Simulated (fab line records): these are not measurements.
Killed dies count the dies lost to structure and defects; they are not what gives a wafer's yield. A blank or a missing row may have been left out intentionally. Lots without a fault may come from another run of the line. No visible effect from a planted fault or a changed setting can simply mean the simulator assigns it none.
A struck lot beside a sound one ; flow sky130 ; 23 out of 708 route steps
Sound: these wafers, L480.1, L480.3, L480.4. Wafers struck: L473.1, L473.2, L473.3. The cause is given at the end.
Order at every step that has rows: each side's tool, ch and its chambers, its first start. Under that, the readings that differ: sound wafers ; struck wafers ; difference of the means ; sigmas: that difference in standard deviations of wafers without a fault.
alike: words and numbers the same on both sides, and readings whose means are apart by under 2 such deviations; not compared: readings that were withheld, readings missing a value for some wafer, numbers with overlapping values and no deviation given by the record, and bounds like >300 which may hide the same value.
The two part at a step that has a row with sigmas, a row that says differs or no value, or rows on one side only. Numbers that have no deviation but don't overlap get no sigmas and don't part them. A reading that every wafer of one side lacks parts them only if that side has two wafers or more.

first, 2 steps without rows for these wafers: SKY_POLY_GATE_CLEAN_19 (cleans in SC1/SC2, time 150 s); SKY_POLY_GATE_OXIDATION_20 (stabilise 600 s, purge 300 s, target thk 4 nm).
SKY_POLY_GATE_THK_MEAS_21:
  sound on film_metro-04, day 22 16:22; struck on film_metro-04, day 19 17:37
  alike: POLY_GATE_OXIDATION_THK
SKY_POLY_GATE_CD_MEAS_22:
  sound on cd_sem-01, day 22 16:26; struck on cd_sem-02, day 19 17:41
  alike: cd_nm
then, 7 steps without rows for these wafers: SKY_LDD_N_DEHYDRATE_00 (time 60 s); SKY_LDD_N_HMDS_01 (prime time 60 s); SKY_LDD_N_COAT_02 (resist thk 300 nm); SKY_LDD_N_SOFTBAKE_03 (time 60 s); SKY_LDD_N_EXPOSE_04 (exposes mask NTM, target cd 840 nm); SKY_LDD_N_PEB_05; SKY_LDD_N_DEVELOP_06 (develop time 60 s).
SKY_LDD_N_OVL_MEAS_07:
  sound on overlay-01, day 23 22:00; struck on overlay-02, day 20 22:24
reading;sound;struck;difference;sigmas
LDD_N_OVL (nm);-1.6 -3.4 -2.8;-0.3 0.8 0.7;+3.0;+2
SKY_LDD_N_IMPLANT_08:
  sound on implanter-01 ch 0, day 23 22:02; struck on implanter-04 ch 0, day 20 22:26
reading;sound;struck;difference;sigmas
dose_ions_cm2;7.503e+13 7.504e+13 7.485e+13;5.995e+13 6.001e+13 5.997e+13;-1.500e+13;-99 or more
faraday_current_uA;424 430 413;338 331 340;-86;-10
  alike: beam_on_s
then, 7 steps without rows for these wafers: SKY_LDD_N_IMPLANT_09; SKY_LDD_N_IMPLANT_10; SKY_LDD_N_IMPLANT_11; SKY_LDD_N_IMPLANT_12; SKY_LDD_N_IMPLANT_13; SKY_LDD_N_IMPLANT_14; SKY_LDD_N_IMPLANT_15.
SKY_LDD_N_STRIP_16: strips in O2/N2.
  sound on plasma_asher-03 ch 0,1, day 23 23:14; struck on plasma_asher-04 ch 0,1, day 20 23:38
reading;sound;struck;difference;sigmas
strip_time_to_endpoint_s (s);4.336 4.307 4.317;4.294 4.276 4.288;-0.034;-3
  alike: drypump_motor_current_A, oes_product_au
  not compared: rf_hours_counter_h
SKY_LDD_N_TW_MEAS_17:
  sound on film_metro-01, day 23 23:20; struck on film_metro-02, day 20 23:44
  alike: LDD_N_TW
-- record jumps: 27 days separate the struck wafers' starts on either side; left off in module LDD_N, taken up again in module PAD_OPEN, whose first shown step is the route's number 708 --
SKY_PAD_OPEN_PROBE_99:
  sound on prober-02, day 49 18:49; struck on prober-01, day 48 01:02
reading;sound;struck;difference;sigmas
model.etest.tip_n.rs_ohm_sq;440.8 442.1 444.9;453.9 457.1 454.4;+12.5;
  alike: killed_at_M0_to_M3, killed_at_M4_up, killed_at_contacts, killed_at_front_end, killed_at_other, killed_dies, killed_open, killed_short

== WHERE THEY PART ==
At SKY_LDD_N_OVL_MEAS_07 first; at SKY_LDD_N_STRIP_16 last (within this record only). Later steps at which nothing parts them and some readings are alike: SKY_LDD_N_TW_MEAS_17, SKY_PAD_OPEN_PROBE_99.

WHY: what had been put in by the simulator
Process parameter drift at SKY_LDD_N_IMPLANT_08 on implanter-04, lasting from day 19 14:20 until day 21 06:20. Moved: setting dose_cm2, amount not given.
